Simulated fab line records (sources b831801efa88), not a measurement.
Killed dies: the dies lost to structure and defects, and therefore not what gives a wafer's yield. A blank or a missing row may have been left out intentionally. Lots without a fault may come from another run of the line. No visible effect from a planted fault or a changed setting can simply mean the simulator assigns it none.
What tool caused it? || flow sky130 || 12 lots with 36 wafers sampled at 4 steps, on a route of 708 steps

WHAT THE GAUGES SHOWED, per wafer
SKY_METAL1_CD_MEAS_15: the cd target is 140 nm. Usual: 140.3 nm for cd_nm, sd 1.7.
{"lot": "L252", "measured": "day 33 02:07", "on": "cd_sem-02", "cd_nm (nm)": "138.3 138.4 138.7", "flag": ""}
{"lot": "L257", "measured": "day 34 06:13", "on": "cd_sem-02", "cd_nm (nm)": "140.5 140.7 141.8", "flag": ""}
{"lot": "L261", "measured": "day 36 00:10", "on": "cd_sem-02", "cd_nm (nm)": "141.1 142.3 140.4", "flag": ""}
{"lot": "L265", "measured": "day 37 05:35", "on": "cd_sem-02", "cd_nm (nm)": "138.5 139.8 139.3", "flag": ""}
{"lot": "L266", "measured": "day 37 06:35", "on": "cd_sem-01", "cd_nm (nm)": "137.9 139.7 138.0", "flag": ""}
{"lot": "L269", "measured": "day 38 05:56", "on": "cd_sem-02", "cd_nm (nm)": "142.5 143.4 141.3", "flag": ""}
{"lot": "L270", "measured": "day 38 13:23", "on": "cd_sem-01", "cd_nm (nm)": "139.2 138.6 138.5", "flag": ""}
{"lot": "L271", "measured": "day 39 06:38", "on": "cd_sem-01", "cd_nm (nm)": "138.3 139.4 137.8", "flag": ""}
{"lot": "L272", "measured": "day 39 07:18", "on": "cd_sem-02", "cd_nm (nm)": "140.8 141.6 142.8", "flag": ""}
{"lot": "L273", "measured": "day 39 09:42", "on": "cd_sem-02", "cd_nm (nm)": "142.0 142.0 141.8", "flag": ""}
{"lot": "L274", "measured": "day 39 14:04", "on": "cd_sem-02", "cd_nm (nm)": "141.4 139.9 142.1", "flag": ""}
{"lot": "L275", "measured": "day 40 08:23", "on": "cd_sem-01", "cd_nm (nm)": "139.2 140.1 140.8", "flag": ""}

WHICH TOOL RAN EACH LOT (tool, then ch and the chambers of the sampled wafers, then the start)
{"lot": "L252", "SKY_CONTACT_ETCH_18": "rie_diel-02 ch 0,2,3, day 31 23:16 or earlier", "SKY_METAL1_SPUTTER_04": "pvd_sputter-02, day 31 23:16", "SKY_METAL1_SOFTBAKE_11": "litho_track-03 ch 0, day 32 12:00"}
{"lot": "L257", "SKY_CONTACT_ETCH_18": "rie_diel-02 ch 0,1,3, day 33 03:16 or earlier", "SKY_METAL1_SPUTTER_04": "pvd_sputter-01, day 33 03:16", "SKY_METAL1_SOFTBAKE_11": "litho_track-01 ch 0, day 33 16:00"}
{"lot": "L261", "SKY_CONTACT_ETCH_18": "rie_diel-02 ch 0,2, day 34 21:34 or earlier", "SKY_METAL1_SPUTTER_04": "pvd_sputter-02, day 34 21:34", "SKY_METAL1_SOFTBAKE_11": "litho_track-01 ch 0, day 35 11:00"}
{"lot": "L265", "SKY_CONTACT_ETCH_18": "rie_diel-01 ch 0,1,2, day 36 03:05 or earlier", "SKY_METAL1_SPUTTER_04": "pvd_sputter-01, day 36 03:05", "SKY_METAL1_SOFTBAKE_11": "litho_track-02 ch 0, day 36 16:00"}
{"lot": "L266", "SKY_CONTACT_ETCH_18": "rie_diel-02 ch 0,1,3, day 36 03:47 or earlier", "SKY_METAL1_SPUTTER_04": "pvd_sputter-04, day 36 03:47", "SKY_METAL1_SOFTBAKE_11": "litho_track-02 ch 0, day 36 17:00"}
{"lot": "L269", "SKY_CONTACT_ETCH_18": "rie_diel-02 ch 0,1, day 37 02:55 or earlier", "SKY_METAL1_SPUTTER_04": "pvd_sputter-02, day 37 02:55", "SKY_METAL1_SOFTBAKE_11": "litho_track-01 ch 0, day 37 17:00"}
{"lot": "L270", "SKY_CONTACT_ETCH_18": "rie_diel-02 ch 0,1,2, day 37 11:00 or earlier", "SKY_METAL1_SPUTTER_04": "pvd_sputter-04, day 37 11:00", "SKY_METAL1_SOFTBAKE_11": "litho_track-01 ch 0, day 37 23:00"}
{"lot": "L271", "SKY_CONTACT_ETCH_18": "rie_diel-02 ch 1,2,3, day 38 04:55 or earlier", "SKY_METAL1_SPUTTER_04": "pvd_sputter-02, day 38 04:55", "SKY_METAL1_SOFTBAKE_11": "litho_track-02 ch 0, day 38 18:00"}
{"lot": "L272", "SKY_CONTACT_ETCH_18": "rie_diel-04 ch 1,2, day 38 05:14 or earlier", "SKY_METAL1_SPUTTER_04": "pvd_sputter-04, day 38 05:14", "SKY_METAL1_SOFTBAKE_11": "litho_track-01 ch 0, day 38 19:00"}
{"lot": "L273", "SKY_CONTACT_ETCH_18": "rie_diel-02 ch 0,1,2, day 38 08:41 or earlier", "SKY_METAL1_SPUTTER_04": "pvd_sputter-02, day 38 08:41", "SKY_METAL1_SOFTBAKE_11": "litho_track-01 ch 0, day 38 22:00"}
{"lot": "L274", "SKY_CONTACT_ETCH_18": "rie_diel-01 ch 0,1,2, day 38 12:43 or earlier", "SKY_METAL1_SPUTTER_04": "pvd_sputter-02, day 38 12:43", "SKY_METAL1_SOFTBAKE_11": "litho_track-03 ch 0, day 39 01:00"}
{"lot": "L275", "SKY_CONTACT_ETCH_18": "rie_diel-04 ch 1,2,3, day 39 07:08 or earlier", "SKY_METAL1_SPUTTER_04": "pvd_sputter-04, day 39 07:08", "SKY_METAL1_SOFTBAKE_11": "litho_track-01 ch 0, day 39 20:00"}
- SKY_CONTACT_ETCH_18: etches Si3N4 in CHF3/O2, stops on TiN, time 39 s, target depth 75 nm.
- SKY_METAL1_SPUTTER_04: material TiN, target thk 70 nm, time 58.3 s.
- SKY_METAL1_SOFTBAKE_11: time 90 s.

WHAT THE TOOLS THEMSELVES READ (means of the sampled wafers that have a number; where no wafer has one, the mark that the record gives instead)
SKY_CONTACT_ETCH_18. Usual: drypump_motor_current_A 5.8 A, standard deviation 0.5; oes_product_au 0.856 a.u., standard deviation 0.0096; throttle_valve_pct 8.793 %, standard deviation 0.0099.
{"lot": "L252", "tool": "rie_diel-02", "drypump_motor_current_A (A)": 5.7, "oes_product_au (a.u.)": 0.855, "throttle_valve_pct (%)": 8.786, "flag": ""}
{"lot": "L257", "tool": "rie_diel-02", "drypump_motor_current_A (A)": 5.6, "oes_product_au (a.u.)": 0.861, "throttle_valve_pct (%)": 8.805, "flag": ""}
{"lot": "L261", "tool": "rie_diel-02", "drypump_motor_current_A (A)": 6.2, "oes_product_au (a.u.)": 0.846, "throttle_valve_pct (%)": 8.792, "flag": ""}
{"lot": "L265", "tool": "rie_diel-01", "drypump_motor_current_A (A)": 5.6, "oes_product_au (a.u.)": 0.848, "throttle_valve_pct (%)": 8.792, "flag": ""}
{"lot": "L266", "tool": "rie_diel-02", "drypump_motor_current_A (A)": 5.6, "oes_product_au (a.u.)": 0.861, "throttle_valve_pct (%)": 8.798, "flag": ""}
{"lot": "L269", "tool": "rie_diel-02", "drypump_motor_current_A (A)": 6.0, "oes_product_au (a.u.)": 0.853, "throttle_valve_pct (%)": 8.783, "flag": ""}
{"lot": "L270", "tool": "rie_diel-02", "drypump_motor_current_A (A)": 6.2, "oes_product_au (a.u.)": 0.863, "throttle_valve_pct (%)": 8.790, "flag": ""}
{"lot": "L271", "tool": "rie_diel-02", "drypump_motor_current_A (A)": 5.8, "oes_product_au (a.u.)": 0.843, "throttle_valve_pct (%)": 8.795, "flag": ""}
{"lot": "L272", "tool": "rie_diel-04", "drypump_motor_current_A (A)": 6.3, "oes_product_au (a.u.)": 0.851, "throttle_valve_pct (%)": 8.790, "flag": ""}
{"lot": "L273", "tool": "rie_diel-02", "drypump_motor_current_A (A)": 6.1, "oes_product_au (a.u.)": 0.859, "throttle_valve_pct (%)": 8.782, "flag": ""}
{"lot": "L274", "tool": "rie_diel-01", "drypump_motor_current_A (A)": 5.6, "oes_product_au (a.u.)": 0.854, "throttle_valve_pct (%)": 8.795, "flag": ""}
{"lot": "L275", "tool": "rie_diel-04", "drypump_motor_current_A (A)": 6.3, "oes_product_au (a.u.)": 0.851, "throttle_valve_pct (%)": 8.788, "flag": ""}

SKY_METAL1_SPUTTER_04. Usual: cathode_dc_power_W 6430.0 W, standard deviation 1.1; throttle_valve_pct 30.1 %, standard deviation 1.5.
{"lot": "L252", "tool": "pvd_sputter-02", "cathode_dc_power_W (W)": 6429.7, "throttle_valve_pct (%)": 29.5, "flag": ""}
{"lot": "L257", "tool": "pvd_sputter-01", "cathode_dc_power_W (W)": 6430.1, "throttle_valve_pct (%)": 32.1, "flag": ""}
{"lot": "L261", "tool": "pvd_sputter-02", "cathode_dc_power_W (W)": 6429.8, "throttle_valve_pct (%)": 29.7, "flag": ""}
{"lot": "L265", "tool": "pvd_sputter-01", "cathode_dc_power_W (W)": 6428.9, "throttle_valve_pct (%)": 31.9, "flag": ""}
{"lot": "L266", "tool": "pvd_sputter-04", "cathode_dc_power_W (W)": 6429.7, "throttle_valve_pct (%)": 30.2, "flag": ""}
{"lot": "L269", "tool": "pvd_sputter-02", "cathode_dc_power_W (W)": 6431.2, "throttle_valve_pct (%)": 29.0, "flag": ""}
{"lot": "L270", "tool": "pvd_sputter-04", "cathode_dc_power_W (W)": 6429.5, "throttle_valve_pct (%)": 30.6, "flag": ""}
{"lot": "L271", "tool": "pvd_sputter-02", "cathode_dc_power_W (W)": 6429.5, "throttle_valve_pct (%)": 29.0, "flag": ""}
{"lot": "L272", "tool": "pvd_sputter-04", "cathode_dc_power_W (W)": 6429.6, "throttle_valve_pct (%)": 30.9, "flag": ""}
{"lot": "L273", "tool": "pvd_sputter-02", "cathode_dc_power_W (W)": 6430.3, "throttle_valve_pct (%)": 29.2, "flag": ""}
{"lot": "L274", "tool": "pvd_sputter-02", "cathode_dc_power_W (W)": 6429.8, "throttle_valve_pct (%)": 30.2, "flag": ""}
{"lot": "L275", "tool": "pvd_sputter-04", "cathode_dc_power_W (W)": 6429.2, "throttle_valve_pct (%)": 29.5, "flag": ""}

SKY_METAL1_SOFTBAKE_11. Usual: heater_power_total_W 57.36 W, standard deviation 0.11; run_length_s 119.08 s, standard deviation 0.21.
{"lot": "L252", "tool": "litho_track-03", "heater_power_total_W (W)": 57.34, "run_length_s (s)": 119.40, "flag": ""}
{"lot": "L257", "tool": "litho_track-01", "heater_power_total_W (W)": 58.87, "run_length_s (s)": 112.11, "flag": "OFF"}
{"lot": "L261", "tool": "litho_track-01", "heater_power_total_W (W)": 58.82, "run_length_s (s)": 112.09, "flag": "OFF"}
{"lot": "L265", "tool": "litho_track-02", "heater_power_total_W (W)": 57.26, "run_length_s (s)": 119.16, "flag": ""}
{"lot": "L266", "tool": "litho_track-02", "heater_power_total_W (W)": 57.29, "run_length_s (s)": 119.08, "flag": ""}
{"lot": "L269", "tool": "litho_track-01", "heater_power_total_W (W)": 57.50, "run_length_s (s)": 119.04, "flag": ""}
{"lot": "L270", "tool": "litho_track-01", "heater_power_total_W (W)": 57.39, "run_length_s (s)": 118.84, "flag": ""}
{"lot": "L271", "tool": "litho_track-02", "heater_power_total_W (W)": 57.46, "run_length_s (s)": 118.97, "flag": ""}
{"lot": "L272", "tool": "litho_track-01", "heater_power_total_W (W)": 57.33, "run_length_s (s)": 118.91, "flag": ""}
{"lot": "L273", "tool": "litho_track-01", "heater_power_total_W (W)": 57.48, "run_length_s (s)": 118.84, "flag": ""}
{"lot": "L274", "tool": "litho_track-03", "heater_power_total_W (W)": 57.37, "run_length_s (s)": 119.53, "flag": ""}
{"lot": "L275", "tool": "litho_track-01", "heater_power_total_W (W)": 57.36, "run_length_s (s)": 119.03, "flag": ""}

THE ANSWER, worked out from the rows above alone
Rule: lot off if the mean of its wafers having a number is beyond 3 standard deviations from the usual mean. Also off: a lot with no number at a reading for which 4 or more lots have one. All remaining lots with rows at the step are treated as sound. First the gauges in route order, then the tools' own readings, where a lot's mean is used as printed above. The first step at which some lot is off is used, and at that step the reading that is off furthest; a lot without a number counts as furthest.
Off, at SKY_METAL1_SOFTBAKE_11 on run_length_s: L257, L261.
If a tool, at that step or one of the process steps before it, ran each lot that is off and ran no sound lot following the first of them, it fits. With no start given for some of its lots, SKY_CONTACT_ETCH_18 uses the hours and lot order of SKY_METAL1_SPUTTER_04. None of those tried fits.

WHAT THE SIMULATOR HAD PUT IN
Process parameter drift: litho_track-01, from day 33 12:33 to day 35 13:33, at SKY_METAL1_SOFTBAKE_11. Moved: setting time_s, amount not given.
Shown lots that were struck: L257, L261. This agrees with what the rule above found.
